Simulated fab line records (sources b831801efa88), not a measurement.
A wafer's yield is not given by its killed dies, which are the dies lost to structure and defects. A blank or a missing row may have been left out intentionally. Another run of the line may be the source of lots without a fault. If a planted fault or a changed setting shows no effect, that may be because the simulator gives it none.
fab line records | flow sky130
record: lots: 14 | wafers: 42 | last_day: 50
route steps=708 shown LI_CONTACT@374 LOCAL_INTERCONNECT@397 PAD_OPEN@708
lots that met no fault: taken from a fault-free run of the same line
start_h: start of the lot's first displayed wafer, in hours after the record's first day | wait_h: how many hours have passed since the lot's step before this one | " the same as in the row above | L1.1+2: several wafers, shown together as one row | - no value, or no start given | * or withheld: withheld | < > ~ a bound
route shown NAME@n: NAME is a module with steps in the file, n the number in the route of the first one | usual: mean/standard deviation taken from wafers without a fault | same: alike in all rows | chamber/n: place in a boat | sites: each site's reading | _std_site: standard deviation of those values | _edge_site: mean of outer sites minus mean of inner sites | radius_mm: how far each site lies from the wafer's centre | mask NAME#n: copy n | behind: the last tool/chamber to shape the wafer | hold: reason for holding the lot/hours on hold/outcome of the hold | device: which transistor (n, p or np) failed to switch | end of line: the tests these same wafers got at the end of their route | a step given without rows: its recipe and nothing more | killed: dies lost to structure and defects at the first sort, not the wafer's yield | map: per-die view of a wafer (x killed, . not killed, _ where there is no die)
set.NAME: the run value of the setting; set.NAME@STEP: its run value at that earlier step | model.NAME: the simulator's own value behind a step, which no gauge read
steps of the route over a sample of lots; a table a step, a row a wafer
services: the hour from which a tool's chamber was out of use, counted from the record's first day as start_h (under 0 if before that day), plus the number of hours and why
== steps ==
step: SKY_LI_CONTACT_CD_MEAS_12
recipe: target_cd_nm: 170
usual: cd_nm: 169.8/1.3
lot.wafer | tool      | chamber | start_h | wait_h | cd_nm
L200.2    | cd_sem-02 | -       | 709.56  | -      | 168.9
L200.4    | "         | -       | "       | "      | 169.1
L200.5    | "         | -       | "       | "      | 169.7
L199.1    | cd_sem-01 | -       | 711.65  | -      | 171.2
L199.4    | "         | -       | "       | "      | 169.8
L199.6    | "         | -       | "       | "      | 171.0
L201.2    | cd_sem-02 | -       | 711.76  | -      | 167.2
L201.3    | "         | -       | "       | "      | 168.0
L201.5    | "         | -       | "       | "      | 169.1
L202.2    | cd_sem-01 | -       | 713.66  | -      | 170.9
L202.4    | "         | -       | "       | "      | 171.8
L202.5    | "         | -       | "       | "      | 172.4
L203.1    | cd_sem-02 | -       | 723.78  | -      | 169.5
L203.2    | "         | -       | "       | "      | 171.1
L203.3    | "         | -       | "       | "      | 170.7
L204.2    | cd_sem-02 | -       | 735.96  | -      | 171.1
L204.4    | "         | -       | "       | "      | 170.9
L204.6    | "         | -       | "       | "      | 170.0
L211.3    | cd_sem-01 | -       | 778.39  | -      | 170.9
L211.5    | "         | -       | "       | "      | 170.8
L211.6    | "         | -       | "       | "      | 169.8
L212.1    | cd_sem-02 | -       | 782.95  | -      | 168.5
L212.2    | "         | -       | "       | "      | 168.5
L212.4    | "         | -       | "       | "      | 167.0
L213.2    | cd_sem-02 | -       | 794.11  | -      | 170.4
L213.3    | "         | -       | "       | "      | 168.8
L213.6    | "         | -       | "       | "      | 168.0
L216.2    | cd_sem-02 | -       | 808.76  | -      | 169.9
L216.3    | "         | -       | "       | "      | 168.9
L216.5    | "         | -       | "       | "      | 169.3
L217.1    | cd_sem-01 | -       | 820.95  | -      | 171.9
L217.2    | "         | -       | "       | "      | 171.4
L217.4    | "         | -       | "       | "      | 171.2
L220.2    | cd_sem-01 | -       | 849.62  | -      | 169.7
L220.3    | "         | -       | "       | "      | 171.0
L220.4    | "         | -       | "       | "      | 170.8
L222.2    | cd_sem-02 | -       | 852.52  | -      | 168.6
L222.5    | "         | -       | "       | "      | 169.9
L222.6    | "         | -       | "       | "      | 170.4
L221.2    | cd_sem-01 | -       | 856.57  | -      | 169.6
L221.4    | "         | -       | "       | "      | 167.8
L221.6    | "         | -       | "       | "      | 169.4
step: SKY_LI_CONTACT_SPUTTER_20
recipe: material: TiN | target_thk_nm: 20 | chamber_pressure_pa: 5 | power_w: 4000 | time_s: 80
usual: throttle_valve_pct: 30.2/1
same: time_s: 80
lot.wafer | tool           | chamber | start_h | wait_h | throttle_valve_pct
L200.2    | pvd_sputter-02 | -       | 710.20  | 0.0    | 28.6
L200.4    | "              | -       | "       | "      | 31.6
L200.5    | "              | -       | "       | "      | 30.0
L199.1    | pvd_sputter-03 | -       | 712.30  | 0.0    | 30.5
L199.4    | "              | -       | "       | "      | 30.6
L199.6    | "              | -       | "       | "      | 32.3
L201.2    | pvd_sputter-02 | -       | 712.40  | 0.0    | 31.4
L201.3    | "              | -       | "       | "      | 28.7
L201.5    | "              | -       | "       | "      | 28.8
L202.2    | pvd_sputter-01 | -       | 714.31  | 0.0    | 30.6
L202.4    | "              | -       | "       | "      | 30.9
L202.5    | "              | -       | "       | "      | 30.9
L203.1    | pvd_sputter-03 | -       | 724.44  | 0.0    | 32.5
L203.2    | "              | -       | "       | "      | 30.6
L203.3    | "              | -       | "       | "      | 30.0
L204.2    | pvd_sputter-02 | -       | 736.60  | 0.0    | 31.7
L204.4    | "              | -       | "       | "      | 30.4
L204.6    | "              | -       | "       | "      | 30.1
L211.3    | pvd_sputter-02 | -       | 779.00  | 0.0    | 28.8
L211.5    | "              | -       | "       | "      | 31.8
L211.6    | "              | -       | "       | "      | 30.1
L212.1    | pvd_sputter-01 | -       | 783.60  | 0.0    | 28.8
L212.2    | "              | -       | "       | "      | 31.0
L212.4    | "              | -       | "       | "      | 29.4
L213.2    | pvd_sputter-03 | -       | 794.92  | 0.0    | 30.8
L213.3    | "              | -       | "       | "      | 29.8
L213.6    | "              | -       | "       | "      | 30.0
L216.2    | pvd_sputter-01 | -       | 809.40  | 0.0    | 30.5
L216.3    | "              | -       | "       | "      | 30.8
L216.5    | "              | -       | "       | "      | 28.7
L217.1    | pvd_sputter-01 | -       | 821.60  | 0.0    | 29.6
L217.2    | "              | -       | "       | "      | 28.7
L217.4    | "              | -       | "       | "      | 31.1
L220.2    | pvd_sputter-02 | -       | 850.25  | 0.0    | 28.7
L220.3    | "              | -       | "       | "      | 30.0
L220.4    | "              | -       | "       | "      | 30.1
L222.2    | pvd_sputter-02 | -       | 853.17  | 0.0    | 32.0
L222.5    | "              | -       | "       | "      | 28.8
L222.6    | "              | -       | "       | "      | 30.0
L221.2    | pvd_sputter-03 | -       | 857.22  | 0.0    | 30.8
L221.4    | "              | -       | "       | "      | 32.2
L221.6    | "              | -       | "       | "      | 30.7
step: SKY_LI_CONTACT_RS_MEAS_22
recipe: thk_meas_gauge: four-point-probe | reads: W_of_LI_CONTACT_CVD_21+TiN_of_LI_CONTACT_SPUTTER_20+Ti_of_LI_CONTACT_SPUTTER_19
usual: LI_CONTACT_W_RS: 0.285/0.0041
lot.wafer | tool          | chamber | start_h | wait_h | LI_CONTACT_W_RS[ohm/sq]
L200.2    | film_metro-03 | -       | 710.40  | 0.1    | 0.290
L200.4    | "             | -       | "       | "      | 0.287
L200.5    | "             | -       | "       | "      | 0.288
L199.1    | film_metro-01 | -       | 712.49  | 0.1    | 0.287
L199.4    | "             | -       | "       | "      | 0.284
L199.6    | "             | -       | "       | "      | 0.289
L201.2    | film_metro-04 | -       | 712.60  | 0.1    | 0.286
L201.3    | "             | -       | "       | "      | 0.286
L201.5    | "             | -       | "       | "      | 0.281
L202.2    | film_metro-01 | -       | 714.51  | 0.1    | 0.286
L202.4    | "             | -       | "       | "      | 0.284
L202.5    | "             | -       | "       | "      | 0.280
L203.1    | film_metro-01 | -       | 724.62  | 0.1    | 0.287
L203.2    | "             | -       | "       | "      | 0.284
L203.3    | "             | -       | "       | "      | 0.283
L204.2    | film_metro-03 | -       | 736.80  | 0.1    | 0.286
L204.4    | "             | -       | "       | "      | 0.287
L204.6    | "             | -       | "       | "      | 0.286
L211.3    | film_metro-03 | -       | 779.23  | 0.1    | 0.285
L211.5    | "             | -       | "       | "      | 0.287
L211.6    | "             | -       | "       | "      | 0.288
L212.1    | film_metro-01 | -       | 783.79  | 0.1    | 0.284
L212.2    | "             | -       | "       | "      | 0.274
L212.4    | "             | -       | "       | "      | 0.285
L213.2    | film_metro-04 | -       | 795.13  | 0.1    | 0.294
L213.3    | "             | -       | "       | "      | 0.292
L213.6    | "             | -       | "       | "      | 0.290
L216.2    | film_metro-03 | -       | 809.60  | 0.1    | 0.279
L216.3    | "             | -       | "       | "      | 0.284
L216.5    | "             | -       | "       | "      | 0.284
L217.1    | film_metro-01 | -       | 821.79  | 0.1    | 0.286
L217.2    | "             | -       | "       | "      | 0.282
L217.4    | "             | -       | "       | "      | 0.288
L220.2    | film_metro-03 | -       | 850.46  | 0.1    | 0.284
L220.3    | "             | -       | "       | "      | 0.276
L220.4    | "             | -       | "       | "      | 0.289
L222.2    | film_metro-01 | -       | 853.38  | 0.1    | 0.274
L222.5    | "             | -       | "       | "      | 0.278
L222.6    | "             | -       | "       | "      | 0.288
L221.2    | film_metro-01 | -       | 857.43  | 0.1    | 0.287
L221.4    | "             | -       | "       | "      | 0.288
L221.6    | "             | -       | "       | "      | 0.291
step: SKY_LOCAL_INTERCONNECT_DEVELOP_10
recipe: develop_time_s: 60 | resist: KrF-thick | dev_temp_c: 21
usual: developer_temp_C: 20.98/0.1
lot.wafer | tool           | chamber | start_h | wait_h | developer_temp_C
L200.2    | litho_track-02 | 0       | 738     | -      | 20.98
L200.4    | "              | 0       | "       | "      | 20.96
L200.5    | "              | 0       | "       | "      | 20.94
L199.1    | litho_track-03 | 0       | 740     | -      | 21.01
L199.4    | "              | 0       | "       | "      | 21.08
L199.6    | "              | 0       | "       | "      | 21.00
L201.2    | litho_track-03 | 0       | 740     | -      | 20.77
L201.3    | "              | 0       | "       | "      | 20.93
L201.5    | "              | 0       | "       | "      | 20.96
L202.2    | litho_track-01 | 0       | 742     | -      | 21.00
L202.4    | "              | 0       | "       | "      | 21.18
L202.5    | "              | 0       | "       | "      | 21.16
L203.1    | litho_track-01 | 0       | 752     | -      | 20.98
L203.2    | "              | 0       | "       | "      | 21.02
L203.3    | "              | 0       | "       | "      | 20.86
L204.2    | litho_track-03 | 0       | 764     | -      | 21.04
L204.4    | "              | 0       | "       | "      | 21.01
L204.6    | "              | 0       | "       | "      | 20.83
L211.3    | litho_track-03 | 0       | 806     | -      | 21.76
L211.5    | "              | 0       | "       | "      | 22.02
L211.6    | "              | 0       | "       | "      | 21.75
L212.1    | litho_track-03 | 0       | 810     | -      | 21.74
L212.2    | "              | 0       | "       | "      | 21.85
L212.4    | "              | 0       | "       | "      | 21.94
L213.2    | litho_track-02 | 0       | 822     | -      | 20.82
L213.3    | "              | 0       | "       | "      | 20.97
L213.6    | "              | 0       | "       | "      | 20.87
L216.2    | litho_track-01 | 0       | 836     | -      | 21.09
L216.3    | "              | 0       | "       | "      | 20.96
L216.5    | "              | 0       | "       | "      | 20.90
L217.1    | litho_track-02 | 0       | 848     | -      | 20.92
L217.2    | "              | 0       | "       | "      | 20.91
L217.4    | "              | 0       | "       | "      | 20.94
L220.2    | litho_track-01 | 0       | 878     | -      | 21.04
L220.3    | "              | 0       | "       | "      | 21.21
L220.4    | "              | 0       | "       | "      | 21.02
L222.2    | litho_track-03 | 0       | 880     | -      | 20.88
L222.5    | "              | 0       | "       | "      | 20.81
L222.6    | "              | 0       | "       | "      | 20.91
L221.2    | litho_track-02 | 0       | 884     | -      | 21.00
L221.4    | "              | 0       | "       | "      | 21.08
L221.6    | "              | 0       | "       | "      | 21.12
step: SKY_PAD_OPEN_PROBE_99
usual: killed_at_M0_to_M3: 44/6.6 | killed_at_M4_up: 3.0/1.9 | killed_at_contacts: 24/5.1 | killed_at_front_end: 16/4.6 | killed_at_other: 0.3/0.59 | killed_dies: 88/9.5 | killed_open: 48/6.7 | killed_short: 40/6.1
same: gross_dies: 492 | killed_at_back_side: 0
lot.wafer | tool      | chamber | start_h | wait_h | killed_at_M0_to_M3 | killed_at_M4_up | killed_at_contacts | killed_at_front_end | killed_at_other | killed_dies | killed_open | killed_short
L201.2    | prober-01 | -       | 1108.46 | 0.1    | 50                 | 2               | 28                 | 20                  | 1               | 101         | 52          | 49
L201.3    | prober-01 | -       | 1108.51 | 0.2    | 37                 | 2               | 21                 | 13                  | 0               | 73          | 39          | 33
L201.5    | prober-01 | -       | 1108.61 | 0.2    | 47                 | 3               | 20                 | 17                  | 0               | 87          | 42          | 45
killed by level:class
L201.2 VIA1:geometric_particle:open=17 LI_CONTACT:geometric_particle:open=11 FIELD_ISO:geometric_particle:short=8 CONTACT:geometric_particle:short=8 VIA3:geometric_particle:open=6 POLY_GATE:geometric_particle:short=5 METAL2:geometric_particle:short=5 FIELD_ISO:geometric_particle:open=4
L201.3 VIA1:geometric_particle:open=11 FIELD_ISO:geometric_particle:open=8 CONTACT:geometric_particle:short=7 VIA2:geometric_particle:open=6 LI_CONTACT:geometric_particle:open=5 VIA1:geometric_particle:short=5 METAL2:geometric_particle:short=5 CONTACT:geometric_particle:open=4
L201.5 METAL2:geometric_particle:short=11 CONTACT:geometric_particle:open=8 VIA1:geometric_particle:open=8 VIA1:geometric_particle:short=7 VIA2:geometric_particle:open=6 FIELD_ISO:geometric_particle:short=4 POLY_GATE:geometric_particle:open=4 CONTACT:geometric_particle:short=4
== services ==
tool           | chamber | start_h | hours | kind
pvd_sputter-03 | -       | 801.02  | 22.6  | repair
pvd_sputter-02 | -       | 804.39  | 12.3  | repair
== key ==
first_sign: step: SKY_LOCAL_INTERCONNECT_DEVELOP_10 | reading: developer_temp_C | direction: up | sigmas: 8.6 | usual: * | struck: *
effect none on later readings
met_at SKY_LOCAL_INTERCONNECT_DEVELOP_10
struck_lots L211,L212
tester_left_out L211,L212
not_acting_at SKY_LI_CONTACT_CD_MEAS_12,SKY_LI_CONTACT_SPUTTER_20,SKY_LI_CONTACT_RS_MEAS_22
onset_between 764 806
fault: kind: process_parameter_drift | tool: litho_track-03 | chamber: - | onset_h: 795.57 | steps: SKY_LOCAL_INTERCONNECT_DEVELOP_10 | channel: dev_temp_c | offset: * | shape: step | end_h: 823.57 | acts_in: * | stated: *
tester_left_out: of these lots the tester's yield and bins aren't shown, on N5 and GAA mostly nor the transistor test; their killed dies are dies lost to structure and defects alone, not to doping, threshold or leakage, so they don't give the yield
